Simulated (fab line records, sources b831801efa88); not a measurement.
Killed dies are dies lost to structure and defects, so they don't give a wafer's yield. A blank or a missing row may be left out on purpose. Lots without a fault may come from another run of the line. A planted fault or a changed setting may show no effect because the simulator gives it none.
Problem report in the 8D (eight disciplines) form, filled by code | flow gf180mcu | the parts of the form that need people (team, actions taken, sign-off) are left out

1. THE PROBLEM
tube_center_temp_C at GF_DUAL_GATE_OXIDATION_15 reads a mean of 855.07 C on 6 wafers of 2 lots; wafers without a fault read 849.99 C with a standard deviation of 0.076. That is +67 standard deviations from the usual mean.
The step: stabilise 600 s, purge 300 s, target thk 7.098 nm.
First seen on wafer L688.1, day 11 07:51, on furnace-01. The record holds 18 wafers of 6 lots with a number at this step. Rule for "out", or "out of limits": more than 4 standard deviations from the usual mean. The other wafers with a number count as sound.

2. WHAT IT IS AND WHAT IT IS NOT
question                    | is                                                         | is not
which readings at this step | tube_center_temp_C, spike_tc_top_C, tube_center_temp_C_max | -
which lots                  | L688, L689                                                 | L680, L697, L699, L701
which wafers of those lots  | all that have a number                                     | -
read on which tools         | furnace-01                                                 | furnace-02
when                        | from day 11 07:51                                          | up to then (3 sound wafers); but 9 sound wafers of L697, L699, L701 came after

3. SUSPECTS, AND WHAT RULES EACH OUT
Counting: a tool at a process step up to the reading stays a suspect if it ran every lot that is out and no sound lot after the first of them.
- furnace-01 at GF_DUAL_GATE_OXIDATION_15 (stabilise 600 s, purge 300 s, target thk 7.098 nm): kept. It ran every lot that is out, first L688 (day 11 07:51), and no sound lot after that; its last sound lot up to then is L680 (day 8 23:41). Its own readings are out on those wafers: spike_tc_top_C, tube_center_temp_C, tube_center_temp_C_max.
Left after counting: furnace-01 at GF_DUAL_GATE_OXIDATION_15.

4. THE CAUSE (what the simulator had put in)
Process parameter drift: furnace-01, from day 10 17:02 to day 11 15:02, at GF_DUAL_GATE_OXIDATION_15. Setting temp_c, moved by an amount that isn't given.
Counting left only this tool.

5. THE CHAIN OF EFFECTS, in route order
Each row: a reading whose mean over the struck wafers that have a number lies more than 3 standard deviations from the usual. Only readings for which the record gives a usual standard deviation are gone through. hours: the time from each lot's start at the first step in this table that gives one to its start at this step, as a median over the lots. sigmas: the change in usual standard deviations.
hours | step                      | reading                | usual    | on struck wafers | change | sigmas
0     | GF_DUAL_GATE_OXIDATION_15 | spike_tc_centre_C      | 850.5 C  | 856.4            | +5.9   | +4.5
0     | GF_DUAL_GATE_OXIDATION_15 | spike_tc_lower_C       | 851.2 C  | 856.7            | +5.5   | +5.0
0     | GF_DUAL_GATE_OXIDATION_15 | spike_tc_top_C         | 864.4 C  | 870.4            | +6.0   | +5.5
0     | GF_DUAL_GATE_OXIDATION_15 | tube_center_temp_C     | 849.99 C | 855.07           | +5.08  | +67
0     | GF_DUAL_GATE_OXIDATION_15 | tube_center_temp_C_max | 852.2    | 857.1            | +4.9   | +14
The process steps in it:
- GF_DUAL_GATE_OXIDATION_15: stabilise 600 s, purge 300 s, target thk 7.098 nm.

6. WHAT WOULD HAVE CAUGHT IT SOONER
In this record the first reading out of limits was taken at day 11 07:51, 15 hours after the fault began at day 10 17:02.
